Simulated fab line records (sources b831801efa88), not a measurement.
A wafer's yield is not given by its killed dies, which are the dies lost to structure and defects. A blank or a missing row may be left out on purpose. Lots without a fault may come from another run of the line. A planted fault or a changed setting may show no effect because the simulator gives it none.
A lot that was struck, set against a sound lot + flow sky130 + 18 steps out of a route of 708
Sound: these wafers, L325.2, L325.4, L325.5. Wafers struck: L334.3, L334.4, L334.6. At the end, the cause is stated.
Each step with rows lists, per side, the tool, then ch with its chambers, then its first start. Under that, the readings that differ: sound wafers + struck wafers + difference of the means + sigmas: that difference in standard deviations of wafers without a fault.
alike: readings whose means differ by less than 2 such deviations, and words and numbers that are the same on both sides. not compared: withheld readings, readings that some wafer has no value for, bounds like >300 that may hide the same value, and numbers for which the record gives no deviation and whose values overlap.
A row with sigmas, a row that says differs or no value, or rows on one side alone: a step with any of these is where the two part. Numbers that don't overlap but have no deviation are shown without sigmas and don't part them. A reading missing from all wafers of one side parts the sides only when that side holds two or more wafers.

first, 2 steps without rows for these wafers: SKY_CONTACT_PEB_12; SKY_CONTACT_DEVELOP_13 (develop time 60 s).
SKY_CONTACT_CD_MEAS_14: the cd target is 170 nm.
  struck on cd_sem-01, day 34 18:14; sound on cd_sem-01, day 31 18:59
  alike: cd_nm
SKY_CONTACT_OVL_MEAS_15:
  struck on overlay-01, day 34 18:20; sound on overlay-01, day 31 19:06
  alike: CONTACT_OVL
then, 1 step without rows for these wafers: SKY_CONTACT_ETCH_16 (etches BARC in N2/H2, stops on SiO2, time 45.9 s, target depth 60 nm).
SKY_CONTACT_ETCH_17: etches SiO2 in C4F8/O2/Ar, stops on Si3N4, target depth 340 nm.
  sound on rie_diel-02 ch 0,2,3, day 31 19:10; struck on rie_diel-02 ch 0,1,3, day 34 18:24
  alike: oes_product_au
SKY_CONTACT_ETCH_18: etches Si3N4 in CHF3/O2, stops on TiN, time 39 s, target depth 75 nm.
  sound on rie_diel-02 ch 0,2,3; struck on rie_diel-02 ch 0,1,3
  alike: drypump_motor_current_A, oes_product_au, throttle_valve_pct
  not compared: rf_hours_counter_h
SKY_CONTACT_STRIP_19: strips in O2/N2.
  sound on plasma_asher-04 ch 1, day 31 19:16; struck on plasma_asher-02 ch 0,1, day 34 18:31
  alike: drypump_motor_current_A, oes_product_au, strip_time_to_endpoint_s
  not compared: rf_hours_counter_h
then, 3 steps without rows for these wafers: SKY_CONTACT_STRIP_20 (strips in post etch residue remover, time 1200 s); SKY_CONTACT_CLEAN_21 (cleans in IPA, time 180 s); SKY_CONTACT_CLEAN_22 (cleans in O3/DIW).
SKY_CONTACT_SPUTTER_23: material TiN, target thk 20 nm, time 80 s.
  struck on pvd_sputter-03, day 34 19:05; sound on pvd_sputter-03, day 31 19:51
  alike: throttle_valve_pct
SKY_CONTACT_CVD_24: deposits W, target thk 340 nm, time 102.12 s.
  sound on cvd_w-01 ch 0,1, day 31 19:55; struck on cvd_w-01 ch 0,1, day 34 19:11
| reading                               | sound             | struck            | difference | sigmas |
|---------------------------------------|-------------------|-------------------|------------|--------|
| model.W_of_CONTACT_CVD_24.thk_nm (nm) | 346.4 333.2 343.1 | 257.2 260.6 264.8 | -80.0      |        |
  alike: heater_power_outer_w, heater_power_w
SKY_CONTACT_RS_MEAS_25: measures by four-point-probe.
  struck on film_metro-04, day 34 19:17; sound on film_metro-04, day 31 20:02
| reading               | sound             | struck            | difference | sigmas |
|-----------------------|-------------------|-------------------|------------|--------|
| CONTACT_W_RS (ohm/sq) | 0.332 0.345 0.335 | 0.450 0.444 0.437 | +0.106     | +22    |
SKY_CONTACT_THK_MEAS_26: measures by xrf.
  struck on film_metro-04, day 34 19:23; sound on film_metro-04, day 31 20:09
| reading            | sound       | struck      | difference | sigmas |
|--------------------|-------------|-------------|------------|--------|
| CONTACT_W_THK (nm) | 352 339 349 | 261 263 268 | -83        | -17    |
SKY_CONTACT_CMP_27: polishes, stops on SiO2, t overpolish 15 s, target thk 0 nm.
  sound on cmp-01 ch 0,2,3, day 31 20:15; struck on cmp-01 ch 0,1,3, day 34 19:26
| reading                | sound          | struck         | difference | sigmas |
|------------------------|----------------|----------------|------------|--------|
| time_to_endpoint_s (s) | 82.7 79.5 83.0 | 65.8 63.6 63.9 | -17.3      | -6     |
  alike: edge_zone_pressure_frac, motor_current_A, platen_rpm
SKY_METAL1_SPUTTER_00: material Ti, target thk 15 nm, time 10 s.
  struck on pvd_sputter-03, day 34 19:44; sound on pvd_sputter-01, day 31 20:30
  alike: throttle_valve_pct
-- the record jumps here: 13 days lie between the struck wafers' starts before and after (it left off in module METAL1 and takes up again in module PAD_OPEN, whose first step shown is number 708 of the route) --
SKY_PAD_OPEN_PROBE_99:
  struck on prober-02, day 48 05:22; sound on prober-01, day 46 01:49
| reading            | sound | struck   | difference | sigmas |
|--------------------|-------|----------|------------|--------|
| killed_at_M0_to_M3 | 28    | 45 49 34 | +15        | +2     |
| killed_dies        | 67    | 87 93 79 | +19        | +2     |
  alike: killed_at_M4_up, killed_at_contacts, killed_at_front_end, killed_at_other, killed_open, killed_short

WHERE THEY PART
Earliest at SKY_CONTACT_RS_MEAS_25; latest, in this record, at SKY_PAD_OPEN_PROBE_99.

WHY: what the simulator had put in
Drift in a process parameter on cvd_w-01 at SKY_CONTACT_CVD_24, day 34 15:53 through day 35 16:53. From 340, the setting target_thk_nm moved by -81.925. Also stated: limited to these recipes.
